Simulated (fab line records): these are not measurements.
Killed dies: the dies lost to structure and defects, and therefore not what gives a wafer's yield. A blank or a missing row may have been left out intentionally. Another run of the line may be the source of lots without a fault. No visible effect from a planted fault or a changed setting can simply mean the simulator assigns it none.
fab line records	flow sfqLine
record lots=7	wafers=21	lastDay=100
route steps=325 shown I0@54 M1@58
lots that met no fault: from a run of the same line without faults
startH: start of the lot's first displayed wafer, in hours after the record's first day	waitH: hours elapsed since this lot's preceding step	" unchanged from the row above	L1.1+2: one row covering several wafers at once	- value missing, or start not given	* or withheld: withheld	< > ~ a bound
route shown NAME@n: a module of which the file shows steps, and the number in the route of the first	usual: the fault-free wafers' mean and standard deviation	same: alike in all rows	chamber/n: place in a boat	sites: per-site readings	_std_site: standard deviation across them	_edge_site: inner sites' mean taken away from outer sites' mean	radiusMm: for every site, how far away it sits from the centre of the wafer	mask NAME#n: copy n	behind: the most recent tool/chamber to have shaped the wafer	hold: cause of the lot's hold/its duration in hours/its outcome	device: names the non-switching transistor (n, p or np)	end of line: the route-end tests of the same wafers	step lacking rows: just its recipe	killed: at the first sort, the dies lost to defects and structure; wafer yield is something else	map: a wafer's dies, x killed, . not, _ none there
set.NAME: the setting that was run; set.NAME@STEP: the one run at that earlier step	model.NAME: the simulator's own value behind a step, which no gauge read
lots at selected steps of the route; one table per step, one row per wafer
services: from which hour (startH, from the record's first day; less than 0 if before it) a tool's chamber was out of use, for how many hours, and why
## steps
# step SFQ_TRILAYER_I0_VIA_BARC_OPEN_VIA_ETCH_046
# recipe maskMaterial=PR	chemistry=O2	targetDepthNm=125	target=BARC	sourceW=500	biasW=80	pressureMtorr=30	timeS=41.7
# usual drypumpMotorCurrentA=5.8/0.41	oesProductAu=0.685/0.0049
lot.wafer	tool	chamber	startH	waitH	drypumpMotorCurrentA	oesProductAu	rfHoursCounterH
L312.2	rieDiel-04	0	462.48	0.0	6.2	0.682	3
L312.3	"	3	"	"	5.6	0.679	41
L312.6	"	1	"	"	6.0	0.684	-
L313.2	rieDiel-01	1	486.48	0.0	6.1	0.691	12
L313.3	"	3	"	"	5.2	0.688	1
L313.6	"	2	"	"	5.4	0.682	-
L314.2	rieDiel-01	3	494.88	0.0	5.2	0.688	1
L314.4	"	1	"	"	6.1	0.681	12
L314.6	"	0	"	"	5.8	0.683	-
L322.1	rieDiel-02	3	567.13	0.0	5.5	0.684	2
L322.5	"	0	"	"	6.7	0.681	-
L322.6	"	3	"	"	5.5	0.683	-
L324.2	rieDiel-01	3	586.46	0.0	5.2	0.686	3
L324.3	"	2	"	"	5.4	0.688	2
L324.5	"	0	"	"	5.8	0.686	-
L326.1	rieDiel-01	2	598.46	0.0	5.4	0.680	2
L326.2	"	0	"	"	5.9	0.686	77
L326.5	"	0	"	"	5.9	0.681	-
L329.2	rieDiel-01	3	629.63	0.0	5.2	0.690	4
L329.3	"	1	"	"	6.1	0.690	15
L329.6	"	0	"	"	5.9	0.686	-
# step SFQ_TRILAYER_I0_VIA_ETCH_VIA_ETCH_034
# recipe target=SiO2	stopOn=Nb	maskMaterial=PR	taperDeg=20	chemistry=CHF3	targetDepthNm=260	sourceW=500	biasW=80	pressureMtorr=30	timeS=withheld
# usual drypumpMotorCurrentA=5.8/0.4	oesProductAu=0.854/0.0053
lot.wafer	tool	chamber	startH	waitH	drypumpMotorCurrentA	oesProductAu
L312.2	rieDiel-04	0	462.52	0.0	6.2	0.859
L312.3	"	3	"	"	5.7	0.858
L312.6	"	1	"	"	6.1	0.862
L313.2	rieDiel-01	1	486.52	0.0	6.1	0.855
L313.3	"	3	"	"	5.2	0.846
L313.6	"	2	"	"	5.4	0.855
L314.2	rieDiel-01	3	494.92	0.0	5.2	0.848
L314.4	"	1	"	"	6.1	0.854
L314.6	"	0	"	"	5.9	0.854
L322.1	rieDiel-02	3	567.17	0.0	5.5	0.855
L322.5	"	0	"	"	6.7	0.856
L322.6	"	3	"	"	5.5	0.853
L324.2	rieDiel-01	3	586.50	0.0	5.2	0.846
L324.3	"	2	"	"	5.4	0.858
L324.5	"	0	"	"	5.9	0.861
L326.1	rieDiel-01	2	598.50	0.0	5.4	0.854
L326.2	"	0	"	"	5.9	0.862
L326.5	"	0	"	"	5.9	0.849
L329.2	rieDiel-01	3	629.67	0.0	5.2	0.854
L329.3	"	1	"	"	6.1	0.845
L329.6	"	0	"	"	5.9	0.847
# step SFQ_TRILAYER_I0_VIA_STRIP_STRIP_035
# recipe gas=O2	powerW=200	platenTempC=40	overashFraction=0.65	chemistry=O2	pressureMtorr=50
# usual drypumpMotorCurrentA=5.8/0.32	oesProductAu=0.999/0.0084
lot.wafer	tool	chamber	startH	waitH	drypumpMotorCurrentA	oesProductAu	rfHoursCounterH
L312.2	rieMetal-02	1	462.64	-	6.3	0.986	128
L312.3	"	0	"	"	5.6	0.994	-
L312.6	"	1	"	"	6.3	0.987	-
L313.2	rieMetal-02	0	486.64	-	5.6	1.007	84
L313.3	"	1	"	"	6.3	0.999	-
L313.6	"	0	"	"	5.6	1.007	-
L314.2	rieMetal-01	0	495.04	-	5.8	1.001	22
L314.4	"	0	"	"	5.8	1.001	-
L314.6	"	0	"	"	5.9	1.001	-
L322.1	rieMetal-01	0	567.29	-	5.8	0.996	33
L322.5	"	0	"	"	5.8	0.994	-
L322.6	"	0	"	"	5.8	0.989	-
L324.2	rieMetal-02	0	586.81	-	5.6	0.999	-
L324.3	"	0	"	"	5.6	0.990	-
L324.5	"	0	"	"	5.6	1.002	-
L326.1	rieMetal-02	0	598.61	-	5.6	0.991	100
L326.2	"	1	"	"	6.3	1.010	1
L326.5	"	1	"	"	6.3	1.008	-
L329.2	rieMetal-01	1	629.78	-	5.5	0.992	4
L329.3	"	0	"	"	5.8	1.010	-
L329.6	"	1	"	"	5.5	1.002	-
# step SFQ_TRILAYER_I0_VIA_STRIP_SOLV_CLEAN_036
# recipe chemistry=NMP	tempC=70	timeS=600
# step SFQ_TRILAYER_M1_DEP_PRE_CLEAN_038
# recipe gas=Ar	timeS=22.5	biasV=250
# step SFQ_TRILAYER_M1_DEP_SPUTTER_037
# recipe material=Nb	basePressurePa=1.33e-06	chamberPressurePa=0.1333	substrateTempC=20	resputterCathodeVoltageV=400	targetThkNm=200	powerW=2000	timeS=133.3
# usual chamberPressurePa=0.13329/0.00027	throttleValvePct=30.2/1
lot.wafer	tool	chamber	startH	waitH	chamberPressurePa	throttleValvePct
L312.2	pvdSputter-03	-	463.44	0.0	0.13317	29.5
L312.3	"	-	"	"	0.13328	30.3
L312.6	"	-	"	"	0.13335	30.7
L313.2	pvdSputter-03	-	487.44	0.0	0.13376	30.8
L313.3	"	-	"	"	0.13295	30.1
L313.6	"	-	"	"	0.13341	30.3
L314.2	pvdSputter-06	-	495.86	0.0	0.13318	32.7
L314.4	"	-	"	"	0.13333	29.4
L314.6	"	-	"	"	0.13337	32.6
L322.1	pvdSputter-04	-	568.69	0.0	0.13298	29.4
L322.5	"	-	"	"	0.13368	30.5
L322.6	"	-	"	"	0.13304	28.6
L324.2	pvdSputter-03	-	588.02	0.0	0.13366	30.6
L324.3	"	-	"	"	0.13368	30.2
L324.5	"	-	"	"	0.13314	29.6
L326.1	pvdSputter-03	-	599.42	0.0	0.13332	30.2
L326.2	"	-	"	"	0.13291	31.0
L326.5	"	-	"	"	0.13339	30.9
L329.2	pvdSputter-06	-	630.58	0.0	0.13349	29.2
L329.3	"	-	"	"	0.13287	30.5
L329.6	"	-	"	"	0.1332	29.4
# step SFQ_M1_RS_MEAS_909
# recipe thkMeasGauge=four-point-probe	reads=Nb_of_TRILAYER_M1_DEP_SPUTTER_037
# usual M1_NB_RS=0.888/0.0097
lot.wafer	tool	chamber	startH	waitH	M1_NB_RS[ohm/sq]
L312.2	filmMetro-03	-	463.55	0.1	0.877
L312.3	"	-	"	"	0.889
L312.6	"	-	"	"	0.896
L313.2	filmMetro-03	-	487.55	0.1	0.879
L313.3	"	-	"	"	0.898
L313.6	"	-	"	"	0.895
L314.2	filmMetro-01	-	495.97	0.1	0.896
L314.4	"	-	"	"	0.884
L314.6	"	-	"	"	0.888
L322.1	filmMetro-04	-	568.78	0.0	0.886
L322.5	"	-	"	"	0.878
L322.6	"	-	"	"	0.887
L324.2	filmMetro-04	-	588.13	0.1	0.892
L324.3	"	-	"	"	0.893
L324.5	"	-	"	"	0.878
L326.1	filmMetro-03	-	599.51	0.0	0.898
L326.2	"	-	"	"	0.888
L326.5	"	-	"	"	0.886
L329.2	filmMetro-03	-	630.70	0.1	0.878
L329.3	"	-	"	"	0.874
L329.6	"	-	"	"	0.869
# step SFQ_TRILAYER_M1_LITHO_COAT_044
# recipe resist=BARC	spinRpm=3000	resistThkNm=62
# step SFQ_TRILAYER_M1_LITHO_COAT_039
# recipe resist=KrF	spinRpm=3000	resistThkNm=600
# step SFQ_TRILAYER_M1_LITHO_SOFTBAKE_043
# recipe tempC=withheld	timeS=withheld	resist=KrF
# step SFQ_TRILAYER_M1_LITHO_EXPOSE_040
# recipe maskId=M1	na=0.6	sourceShape=conventional	sigmaOuter=0.65	targetCdNm=500	doseMj=14.4
# step SFQ_TRILAYER_M1_LITHO_PEB_042
# recipe pebTempC=115	pebTimeS=60	resist=KrF
# usual chillPlateTempC=22.98/0.094	exhaustPa=45.1/0.91	plateTempC=115.00/0.13
lot.wafer	tool	chamber	startH	waitH	chillPlateTempC	exhaustPa	plateTempC
L312.2	lithoTrack-03	-	619.72	0.8	-	-	-
L312.3	"	-	"	"	-	-	-
L312.6	"	-	"	"	-	-	-
L313.2	lithoTrack-02	-	649.49	0.8	-	-	-
L313.3	"	-	"	"	-	-	-
L313.6	"	-	"	"	-	-	-
L314.2	lithoTrack-03	-	655.49	0.8	-	-	-
L314.4	"	-	"	"	-	-	-
L314.6	"	-	"	"	-	-	-
L322.1	lithoTrack-03	0	729.86	1.0	22.91	45.3	115.21
L322.5	"	0	"	"	22.98	45.6	115.30
L322.6	"	0	"	"	22.96	44.2	115.21
L324.2	lithoTrack-04	0	751.49	0.8	23.10	44.4	114.79
L324.3	"	0	"	"	23.09	43.7	115.12
L324.5	"	0	"	"	23.05	43.9	114.93
L326.1	lithoTrack-04	0	766.20	1.0	23.16	45.5	115.18
L326.2	"	0	"	"	23.09	45.3	115.07
L326.5	"	0	"	"	23.12	44.6	114.99
L329.2	lithoTrack-02	0	791.36	0.8	23.14	44.5	115.23
L329.3	"	0	"	"	22.91	45.1	115.13
L329.6	"	0	"	"	22.86	44.5	114.92
# step SFQ_TRILAYER_M1_LITHO_DEVELOP_041
# recipe timeS=60	resist=KrF
## services
tool	chamber	startH	hours	kind
rieDiel-04	2	440.65	42.6	repair
rieDiel-04	1	473.42	4.6	repair
rieDiel-04	-	481.06	15.6	pm
pvdSputter-06	-	496.22	6.8	repair
rieDiel-02	3	496.85	6.2	repair
rieDiel-01	2	511.04	1.9	repair
rieDiel-04	1	521.97	1.9	repair
rieMetal-02	1	525.87	8.2	repair
pvdSputter-03	-	531.68	1.5	repair
rieDiel-04	3	559.37	10.3	repair
pvdSputter-03	-	600.86	3.4	repair
pvdSputter-06	-	612.21	8.9	repair
rieMetal-01	-	629.14	0.4	repair
rieMetal-01	0	651.66	2.6	repair
rieDiel-01	-	653.36	0.5	repair
rieDiel-02	2	672.39	7.2	repair
rieMetal-02	-	673.39	1.9	repair
rieMetal-01	-	676.90	2.6	repair
rieMetal-02	1	686.46	5.0	repair
rieMetal-01	0	693.33	2.5	repair
rieDiel-04	3	718.31	15.3	repair
rieDiel-04	2	732.77	26.0	repair
pvdSputter-06	-	753.96	0.5	repair
rieDiel-02	-	766.78	2.4	repair
## key
firstSign step=SFQ_TRILAYER_M1_LITHO_PEB_042	reading=toolRecord	direction=missing
effect none on later readings
metAt SFQ_TRILAYER_M1_LITHO_PEB_042
struckWafers L312.2,L312.3,L312.6,L313.2,L313.3,L313.6,L314.2,L314.4,L314.6
fault kind=skippedStepWhole	tool=lithoTrack-02,lithoTrack-03	chamber=-	onsetH=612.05	steps=SFQ_TRILAYER_M1_LITHO_PEB_042	scope=struckLotsOnly
